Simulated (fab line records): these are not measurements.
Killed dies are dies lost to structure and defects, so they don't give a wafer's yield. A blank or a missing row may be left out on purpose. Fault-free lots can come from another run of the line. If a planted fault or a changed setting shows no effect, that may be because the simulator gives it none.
The tool behind it: which one?    flow sfqLine    10 lots with 30 wafers sampled at 5 steps, on a route of 325 steps

== WHAT EACH GAUGE READ, for each wafer ==
SFQ_M1_RS_MEAS_909: measures by four-point-probe. Usual: M1_NB_RS gives 0.893 ohm/sq (standard deviation 0.01).
lot   measured      on            M1_NB_RS (ohm/sq)  flag
L395  day 10 07:01  filmMetro-04  0.901 0.888 0.898  
L396  day 10 13:00  filmMetro-04  0.874 0.882 0.886  
L397  day 10 19:02  filmMetro-04  0.902 0.913 0.905  
L398  day 11 03:25  filmMetro-04  0.896 0.884 0.896  
L399  day 11 08:13  filmMetro-01  0.874 0.874 0.878  
L400  day 11 10:37  filmMetro-04  0.884 0.880 0.886  
L410  day 15 02:43  filmMetro-01  0.733 0.892 0.739  OFF
L411  day 15 08:48  filmMetro-01  0.737 0.737 0.898  OFF
L413  day 15 21:41  filmMetro-01  0.885 0.879 0.879  
L415  day 16 12:07  filmMetro-02  0.900 0.912 0.912  

== TOOL THAT RAN EACH LOT (tool first, then ch and the chambers of the sampled wafers, then the start) ==
lot   SFQ_TRILAYER_L0_STRIP_STRIP_009  SFQ_TRILAYER_M0_DEP_SPUTTER_019  SFQ_TRILAYER_M0_BARC_OPEN_METAL_ETCH_031  SFQ_TRILAYER_M1_DEP_SPUTTER_037
L395  rieMetal-02 ch 0,1, day 2 09:00  pvdSputter-05, day 5 08:35       rieMetal-04 ch 0,1, day 5 20:56           pvdSputter-03, day 10 06:55
L396  rieMetal-01 ch 0,1, day 2 13:48  pvdSputter-03, day 5 12:11       rieMetal-01 ch 0,1, day 6 02:56           pvdSputter-04, day 10 12:55
L397  rieMetal-02 ch 0,1, day 2 18:48  pvdSputter-03, day 5 18:11       rieMetal-03 ch 0,1, day 6 08:57           pvdSputter-03, day 10 18:55
L398  rieMetal-04 ch 0,1, day 2 23:24  pvdSputter-05, day 6 01:23       rieMetal-04 ch 0, day 6 13:45             pvdSputter-03, day 11 03:19
L399  rieMetal-01 ch 0, day 3 03:06    pvdSputter-03, day 6 06:11       rieMetal-03 ch 0,1, day 6 19:44           pvdSputter-03, day 11 08:08
L400  rieMetal-01 ch 0, day 3 08:11    pvdSputter-03, day 6 12:11       rieMetal-04 ch 0, day 7 01:32             pvdSputter-04, day 11 10:32
L410  rieMetal-04 ch 0,1, day 5 07:48  pvdSputter-06, day 8 17:32       rieMetal-04 ch 0, day 9 21:32             pvdSputter-03, day 15 02:38
L411  rieMetal-02 ch 0,1, day 5 12:36  pvdSputter-03, day 8 22:20       rieMetal-03 ch 1, day 10 01:08            pvdSputter-03, day 15 08:43
L413  rieMetal-01 ch 0,1, day 5 19:48  pvdSputter-03, day 9 06:44       rieMetal-04 ch 0,1, day 10 11:56          pvdSputter-04, day 15 21:36
L415  rieMetal-01 ch 0,1, day 6 06:36  pvdSputter-03, day 9 22:26       rieMetal-04 ch 0,1, day 10 22:44          pvdSputter-06, day 16 12:00
- SFQ_TRILAYER_L0_STRIP_STRIP_009: strips in O2.
- SFQ_TRILAYER_M0_DEP_SPUTTER_019: material Nb, target thk 200 nm, time 133.3 s.
- SFQ_TRILAYER_M0_BARC_OPEN_METAL_ETCH_031: etches BARC in O2, target depth 125 nm, time 41.7 s.
- SFQ_TRILAYER_M1_DEP_SPUTTER_037: material Nb, target thk 200 nm, time 133.3 s.

== AS READ BY THE TOOLS THEMSELVES (means over the sampled wafers that have a number; for cases with no such wafer, the mark the record gives instead) ==
SFQ_TRILAYER_L0_STRIP_STRIP_009. Usual: chamberPressureMTorr 50.01 mTorr, standard deviation 0.047; drypumpMotorCurrentA 5.5 A, standard deviation 0.51; oesProductAu 1.004 a.u., standard deviation 0.0087.
lot   tool         chamberPressureMTorr (mTorr)  drypumpMotorCurrentA (A)  oesProductAu (a.u.)  flag
L395  rieMetal-02  50.04                         5.1                       1.004                
L396  rieMetal-01  49.97                         5.5                       0.999                
L397  rieMetal-02  50.06                         5.1                       1.006                
L398  rieMetal-04  50.05                         5.4                       0.995                
L399  rieMetal-01  49.99                         5.9                       1.002                
L400  rieMetal-01  50.07                         5.8                       1.000                
L410  rieMetal-04  49.98                         5.4                       0.999                
L411  rieMetal-02  50.00                         5.5                       1.013                
L413  rieMetal-01  50.02                         5.3                       1.009                
L415  rieMetal-01  49.96                         5.5                       1.015                

SFQ_TRILAYER_M0_DEP_SPUTTER_019. Usual: throttleValvePct at 29.5 %, with a standard deviation of 0.91.
lot   tool           throttleValvePct (%)  flag
L395  pvdSputter-05  29.1                  
L396  pvdSputter-03  29.0                  
L397  pvdSputter-03  29.1                  
L398  pvdSputter-05  30.0                  
L399  pvdSputter-03  29.7                  
L400  pvdSputter-03  29.6                  
L410  pvdSputter-06  29.2                  
L411  pvdSputter-03  29.2                  
L413  pvdSputter-03  29.2                  
L415  pvdSputter-03  29.6                  

SFQ_TRILAYER_M0_BARC_OPEN_METAL_ETCH_031. Usual: chamberPressureMTorr 10.000 mTorr, standard deviation 0.0084; drypumpMotorCurrentA 5.4 A, standard deviation 0.46; oesProductAu 0.685 a.u., standard deviation 0.0046.
lot   tool         chamberPressureMTorr (mTorr)  drypumpMotorCurrentA (A)  oesProductAu (a.u.)  flag
L395  rieMetal-04  9.989                         5.8                       0.683                
L396  rieMetal-01  10.001                        5.3                       0.691                
L397  rieMetal-03  9.995                         5.2                       0.685                
L398  rieMetal-04  10.005                        5.0                       0.683                
L399  rieMetal-03  9.998                         5.4                       0.681                
L400  rieMetal-04  10.010                        5.0                       0.684                
L410  rieMetal-04  10.001                        5.0                       0.683                
L411  rieMetal-03  10.002                        4.9                       0.684                
L413  rieMetal-04  9.996                         5.8                       0.689                
L415  rieMetal-04  9.995                         5.4                       0.685                

SFQ_TRILAYER_M1_DEP_SPUTTER_037. Usual: throttleValvePct at 29.3 %, with a standard deviation of 0.58.
lot   tool           throttleValvePct (%)  flag
L395  pvdSputter-03  29.2                  
L396  pvdSputter-04  29.4                  
L397  pvdSputter-03  29.9                  
L398  pvdSputter-03  29.4                  
L399  pvdSputter-03  29.0                  
L400  pvdSputter-04  28.1                  
L410  pvdSputter-03  29.1                  
L411  pvdSputter-03  28.8                  
L413  pvdSputter-04  29.1                  
L415  pvdSputter-06  29.2                  

== THE ANSWER, worked out from the rows above alone ==
Rule: take the mean of a lot's wafers that have a number; if it is more than 3 standard deviations from the usual mean, the lot is off. Also off: a lot with no number at a reading for which 4 or more lots have one. Where the step has rows for the other lots, those lots are counted as sound. The gauges are gone through in route order, then the tools' own readings, and for those a lot's mean is taken as printed above. The first step at which some lot is off is used, and at that step the reading that is off furthest; a lot without a number counts as furthest.
Off: L410, L411, at SFQ_M1_RS_MEAS_909 (M1_NB_RS).
If a tool, at a process step before that reading, ran all the lots that are off and no sound lot after the first of them, it fits. Gauges at SFQ_M1_RS_MEAS_909: tried the same way as those tools. One fits: pvdSputter-03 at SFQ_TRILAYER_M1_DEP_SPUTTER_037. A fault onset in the window from L399 (day 11 08:08, its last sound lot) to L410 (day 15 02:38, its first lot off) fits.

== WHAT THE SIMULATOR HAD INSERTED ==
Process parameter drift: pvdSputter-03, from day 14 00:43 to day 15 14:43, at SFQ_TRILAYER_M1_DEP_SPUTTER_037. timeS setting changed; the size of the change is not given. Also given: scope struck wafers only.
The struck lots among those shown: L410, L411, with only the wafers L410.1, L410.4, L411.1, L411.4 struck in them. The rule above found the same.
